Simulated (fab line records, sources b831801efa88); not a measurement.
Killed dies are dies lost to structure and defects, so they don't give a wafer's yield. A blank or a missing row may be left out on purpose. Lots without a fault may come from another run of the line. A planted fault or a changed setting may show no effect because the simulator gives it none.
A struck lot beside a sound one | flow gf180mcu | 19 steps out of a route of 602
Sound: wafers L462.3, L462.5, L462.6. Struck: wafers L473.3, L473.5, L473.6. The cause comes at the end.
At each step with rows: each side's tool, then ch and its chambers, then its first start. Under that, the readings that differ: sound wafers | struck wafers | difference of the means | sigmas: that difference in standard deviations of wafers without a fault.
alike: readings whose means differ by less than 2 such deviations, and words and numbers that are the same on both sides. not compared: withheld readings, readings that some wafer has no value for, bounds like >300 that may hide the same value, and numbers for which the record gives no deviation and whose values overlap.
The two part at a step that has a row with sigmas, a row that says differs or no value, or rows on one side only. Numbers that don't overlap but have no deviation are shown without sigmas and don't part them. A reading that every wafer of one side lacks parts them only if that side has two wafers or more.

first, 1 step without rows for these wafers: GF_HV_LDD_CLEAN_51 (cleans in SC1/SC2, time 150 s).
GF_HV_LDD_RTA_52: time 10 s.
  sound on rtp_anneal-01 ch 0, day 12 22:04; struck on rtp_anneal-01 ch 0, day 16 19:40
  alike: lamp_power_pct, wafer_temp_C_max
GF_HV_LDD_RS_MEAS_53: measures by four-point-probe.
  sound on film_metro-04, day 12 22:12; struck on film_metro-03, day 16 19:44
  alike: HV_LDD_RS
then, 1 step without rows for these wafers: GF_HV_LDD_CVD_54 (deposits SiO2 from TEOS, target thk 10 nm, time 75 s).
GF_HV_LDD_THK_MEAS_55:
  sound on film_metro-02, day 12 23:19; struck on film_metro-04, day 16 20:52
  alike: HV_LDD_CVD_54_THK
then, 1 step without rows for these wafers: GF_HV_LDD_CVD_56 (deposits Si3N4 from DCS/NH3, target thk 90 nm, time 1543 s).
GF_HV_LDD_THK_MEAS_57:
  sound on film_metro-03, day 13 00:48; struck on film_metro-02, day 16 22:21
  reading                | sound          | struck         | difference | sigmas
  HV_LDD_CVD_56_THK (nm) | 89.4 89.5 89.4 | 91.2 91.0 91.2 | +1.7       | +2
GF_HV_LDD_ETCHBACK_58: etches Si3N4 in CH3F/O2, stops on SiO2, time 100 s, target depth 90 nm.
  sound on rie_diel-01 ch 1,2, day 13 00:50; struck on rie_diel-04 ch 1,2, day 16 22:23
  alike: drypump_motor_current_A, oes_product_au, throttle_valve_pct
  not compared: rf_hours_counter_h
then, 4 steps without rows for these wafers: GF_NSD_DEHYDRATE_00 (time 60 s); GF_NSD_HMDS_01 (prime time 60 s); GF_NSD_COAT_02 (resist thk 1000 nm); GF_NSD_SOFTBAKE_03 (time 60 s).
GF_NSD_EXPOSE_04: exposes mask Nplus, target cd 400 nm.
  sound on iline_stepper-01 ch 0, day 13 10:54; struck on iline_stepper-01 ch 0, day 17 10:01
  reading                     | sound                   | struck               | difference | sigmas
  model.NSD.overlay_x_nm (nm) | -0.7875 -0.7875 -0.7875 | -93.59 -93.59 -93.59 | -92.80     |
  alike: mask
then, 2 steps without rows for these wafers: GF_NSD_PEB_05; GF_NSD_DEVELOP_06 (develop time 60 s).
GF_NSD_CD_MEAS_07: target cd 400 nm.
  sound on cd_sem-01, day 13 21:06; struck on cd_sem-01, day 17 21:44
  alike: cd_nm
GF_NSD_OVL_MEAS_08:
  sound on overlay-01, day 13 21:11; struck on overlay-02, day 17 21:50
  reading      | sound       | struck            | difference | sigmas
  NSD_OVL (nm) | 0.3 1.1 0.0 | -93.6 -93.9 -94.3 | -94.4      | -63
then, 2 steps without rows for these wafers: GF_NSD_IMPLANT_09; GF_PASSIVATION_PROBE_99.

WHERE THEY PART
First at GF_HV_LDD_THK_MEAS_57; last, within this record, at GF_NSD_OVL_MEAS_08.

WHY: what the simulator had put in
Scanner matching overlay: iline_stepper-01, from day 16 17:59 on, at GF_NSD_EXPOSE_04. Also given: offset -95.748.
